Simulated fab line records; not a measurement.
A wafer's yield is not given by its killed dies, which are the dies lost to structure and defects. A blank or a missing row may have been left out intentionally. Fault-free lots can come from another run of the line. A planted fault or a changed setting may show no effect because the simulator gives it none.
The tool behind it: which one? || flow gf180mcu || 12 lots, 35 wafers sampled, at 2 steps of a route of 602

## WHAT EACH GAUGE READ, for each wafer
GF_M2_RS_MEAS_05: the measuring method here is four-point-probe.
{"lot": "L905", "measured": "day 18 14:22", "on": "filmMetro-02", "M2_ALCU_RS (ohm/sq)": "0.0693 0.0692 0.0683"}
{"lot": "L906", "measured": "day 19 02:41", "on": "filmMetro-03", "M2_ALCU_RS (ohm/sq)": "0.0684 0.0705 0.0700"}
{"lot": "L907", "measured": "day 19 07:43", "on": "filmMetro-04", "M2_ALCU_RS (ohm/sq)": "0.0704 0.0703 0.0701"}
{"lot": "L908", "measured": "day 19 16:17", "on": "filmMetro-02", "M2_ALCU_RS (ohm/sq)": "0.0688 0.0681 0.0675"}
{"lot": "L909", "measured": "day 20 02:44", "on": "filmMetro-04", "M2_ALCU_RS (ohm/sq)": "0.0682 0.0691 0.0692"}
{"lot": "L916", "measured": "day 22 20:56", "on": "filmMetro-02", "M2_ALCU_RS (ohm/sq)": "0.0712 0.0717 0.0710"}
{"lot": "L917", "measured": "day 23 01:07", "on": "filmMetro-04", "M2_ALCU_RS (ohm/sq)": "0.0689 0.0688 0.0704"}
{"lot": "L918", "measured": "day 23 10:59", "on": "filmMetro-02", "M2_ALCU_RS (ohm/sq)": "0.0689 0.0686 0.0696"}
{"lot": "L919", "measured": "day 23 16:03", "on": "filmMetro-02", "M2_ALCU_RS (ohm/sq)": "0.0693 0.0684 0.0685"}
{"lot": "L921", "measured": "day 24 09:08", "on": "filmMetro-04", "M2_ALCU_RS (ohm/sq)": "0.0688 0.0686 0.0694"}
{"lot": "L922", "measured": "day 24 16:41", "on": "filmMetro-02", "M2_ALCU_RS (ohm/sq)": "0.0679 0.0704 0.0691"}
{"lot": "L924", "measured": "day 25 08:27", "on": "filmMetro-02", "M2_ALCU_RS (ohm/sq)": "0.0685 0.0693"}

## TOOL THAT RAN EACH LOT (tool first, then ch and the chambers of the sampled wafers, then the start)
{"lot": "L905", "GF_CONTACT_SPUTTER_23": "pvdSputter-01, day 16 13:44"}
{"lot": "L906", "GF_CONTACT_SPUTTER_23": "pvdSputter-03, day 17 01:02"}
{"lot": "L907", "GF_CONTACT_SPUTTER_23": "pvdSputter-02, day 17 05:50"}
{"lot": "L908", "GF_CONTACT_SPUTTER_23": "pvdSputter-02, day 17 14:01"}
{"lot": "L909", "GF_CONTACT_SPUTTER_23": "pvdSputter-01, day 17 22:35"}
{"lot": "L916", "GF_CONTACT_SPUTTER_23": "pvdSputter-01, day 20 16:35"}
{"lot": "L917", "GF_CONTACT_SPUTTER_23": "pvdSputter-03, day 20 21:08"}
{"lot": "L918", "GF_CONTACT_SPUTTER_23": "pvdSputter-03, day 21 08:06"}
{"lot": "L919", "GF_CONTACT_SPUTTER_23": "pvdSputter-03, day 21 12:08"}
{"lot": "L921", "GF_CONTACT_SPUTTER_23": "pvdSputter-02, day 22 06:35"}
{"lot": "L922", "GF_CONTACT_SPUTTER_23": "pvdSputter-01, day 22 15:35"}
{"lot": "L924", "GF_CONTACT_SPUTTER_23": "pvdSputter-02, day 23 08:02"}
- GF_CONTACT_SPUTTER_23: material TiN, target thk 10 nm, time 40 s.

## WHAT THE TOOLS THEMSELVES READ (means of the sampled wafers that have a number; where no wafer has one, the mark that the record gives instead)
GF_CONTACT_SPUTTER_23.
{"lot": "L905", "tool": "pvdSputter-01", "chamberPressurePa (Pa)": 4.998, "throttleValvePct (%)": 29.2}
{"lot": "L906", "tool": "pvdSputter-03", "chamberPressurePa (Pa)": 5.002, "throttleValvePct (%)": 30.3}
{"lot": "L907", "tool": "pvdSputter-02", "chamberPressurePa (Pa)": 5.007, "throttleValvePct (%)": 29.2}
{"lot": "L908", "tool": "pvdSputter-02", "chamberPressurePa (Pa)": 5.002, "throttleValvePct (%)": 29.1}
{"lot": "L909", "tool": "pvdSputter-01", "chamberPressurePa (Pa)": 4.997, "throttleValvePct (%)": 27.6}
{"lot": "L916", "tool": "pvdSputter-01", "chamberPressurePa (Pa)": 4.998, "throttleValvePct (%)": 28.6}
{"lot": "L917", "tool": "pvdSputter-03", "chamberPressurePa (Pa)": 5.002, "throttleValvePct (%)": 29.4}
{"lot": "L918", "tool": "pvdSputter-03", "chamberPressurePa (Pa)": 4.999, "throttleValvePct (%)": 29.4}
{"lot": "L919", "tool": "pvdSputter-03", "chamberPressurePa (Pa)": 4.994, "throttleValvePct (%)": 29.9}
{"lot": "L921", "tool": "pvdSputter-02", "chamberPressurePa (Pa)": 5.005, "throttleValvePct (%)": 29.0}
{"lot": "L922", "tool": "pvdSputter-01", "chamberPressurePa (Pa)": 4.996, "throttleValvePct (%)": 30.7}
{"lot": "L924", "tool": "pvdSputter-02", "chamberPressurePa (Pa)": 5.003, "throttleValvePct (%)": 29.0}

## THE ANSWER, worked out from the rows above alone
Rule: usual is defined by the lots themselves. The widest of any qualifying gaps counts: lots, ordered by their means at a reading, are off when they make up no more than a third of the lots, leave a main group of 4 or more, and stand apart from it by 3 or more times the standard deviation of that group's means. If all means in a main group match to the digits the tables above print for the reading, that group is not used. A lot without any number at a reading at which 4 lots or more have one is off too. All remaining lots with rows at the step are treated as sound. First the gauges in route order, then the tools' own readings, where a lot's mean is used as printed above. The first step at which some lot is off is used, and at that step the reading that is off furthest; a lot without a number counts as furthest.
None of the lots is off at any reading shown; this tells nothing.

## WHAT THE SIMULATOR HAD PUT IN
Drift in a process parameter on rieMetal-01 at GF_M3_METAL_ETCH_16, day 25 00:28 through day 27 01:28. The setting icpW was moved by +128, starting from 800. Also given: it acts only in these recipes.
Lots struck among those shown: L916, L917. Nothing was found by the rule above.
